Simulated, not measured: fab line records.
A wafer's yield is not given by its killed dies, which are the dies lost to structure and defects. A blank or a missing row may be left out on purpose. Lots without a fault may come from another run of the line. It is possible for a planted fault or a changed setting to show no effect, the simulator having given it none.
A lot that was struck, set against a sound lot :: flow sky130 :: 15 steps out of a route of 708
Sound: the wafers L738.1, L738.5, L738.6. Wafers struck: L748.2, L748.4, L748.6. Last of all comes the cause.
Each step with rows lists, per side, the tool, then ch with its chambers, then its first start. Under that, the readings that differ: sound wafers :: struck wafers :: difference of the means :: sigmas: that difference in standard deviations of wafers without a fault.
alike: same words and numbers on both sides, and readings whose means sit less than 2 such deviations apart. not compared: any withheld reading, any reading some wafer has no value for, any bound like >300 that may hide the same value, and any number with overlapping values for which the record gives no deviation.
A row with sigmas, a row that says differs or no value, or rows on one side alone: a step with any of these is where the two part. When numbers do not overlap yet have no deviation, they are printed without sigmas and do not part them. A reading that every wafer of one side lacks parts them only if that side has two wafers or more.

SKY_SPACER_ETCHBACK_02: etches Si3N4 in CH3F/O2, stops on SiO2, time 46.7 s, target depth 45 nm.
  sound on rie diel-03 ch 2,3, day 25 06:34; struck on rie diel-01 ch 0,1, day 28 01:22
reading: oes product au (a.u.)
sound: 0.850 0.853 0.857
struck: 0.837 0.842 0.830
difference: -0.017
sigmas: -3
  alike: drypump motor current A, rf fwd power W, throttle valve pct
  not compared: rf hours counter h
then, 8 steps without rows for these wafers: SKY_POLY_CUT_DEHYDRATE_00 (time 60 s); SKY_POLY_CUT_HMDS_01 (prime time 60 s); SKY_POLY_CUT_COAT_02 (resist thk 60 nm); SKY_POLY_CUT_COAT_03 (resist thk 450 nm); SKY_POLY_CUT_SOFTBAKE_04 (time 90 s); SKY_POLY_CUT_EXPOSE_05 (exposes mask NPCM, target cd 270 nm); SKY_POLY_CUT_PEB_06; SKY_POLY_CUT_DEVELOP_07 (develop time 60 s).
SKY_POLY_CUT_CD_MEAS_08: target cd 270 nm.
  sound: cd sem-02 at day 26 11:24; struck: cd sem-02 at day 29 05:17
  alike: cd nm
SKY_POLY_CUT_OVL_MEAS_09:
  sound: overlay-01 at day 26 11:31; struck: overlay-01 at day 29 05:23
  alike: POLY_CUT_OVL
SKY_POLY_CUT_ETCH_10: etches BARC in N2/H2, stops on SiO2, time 45.9 s, target depth 60 nm.
  sound on rie diel-04 ch 0,3, day 26 11:34; struck on rie diel-02 ch 0,2,3, day 29 05:25
  alike: drypump motor current A, oes product au, rf fwd power W, throttle valve pct
  not compared: rf hours counter h
SKY_POLY_CUT_ETCH_11: etches Si3N4 in CF4/CH2F2/Ar, stops on poly-Si, time 42.5 s, target depth 60 nm.
  sound on rie diel-04 ch 0,3, day 26 11:36; struck on rie diel-02 ch 0,2,3, day 29 05:28
reading: model.poly-Si_of_POLY_GATE_CVD_00.thk nm (nm)
sound: 180.2 176.6 177.3
struck: 171.9 173.4 173.2
difference: -5.2
sigmas: 

reading: model.POLY_CUT.feature depth nm (nm)
sound: 62.81 61.97 62.63
struck: 69.9 70.5 69.96
difference: +7.7
sigmas: 
  alike: cf4 flow sccm, drypump motor current A, oes product au, rf fwd power W, throttle valve pct
  not compared: rf hours counter h
SKY_POLY_CUT_STRIP_12: strips in O2/N2.
  sound on plasma asher-01 ch 0,1, day 26 11:38; struck on plasma asher-02 ch 0, day 29 05:30
  alike: drypump motor current A, oes product au, strip time to endpoint s
  not compared: rf hours counter h
SKY_PAD_OPEN_PROBE_99:
  sound wafers here have rows in the record (prober-02, day 47 08:10); struck ones have none

WHERE THEY PART
First at SKY_SPACER_ETCHBACK_02; last, within this record, at SKY_PAD_OPEN_PROBE_99.

WHY: the cause the simulator had injected
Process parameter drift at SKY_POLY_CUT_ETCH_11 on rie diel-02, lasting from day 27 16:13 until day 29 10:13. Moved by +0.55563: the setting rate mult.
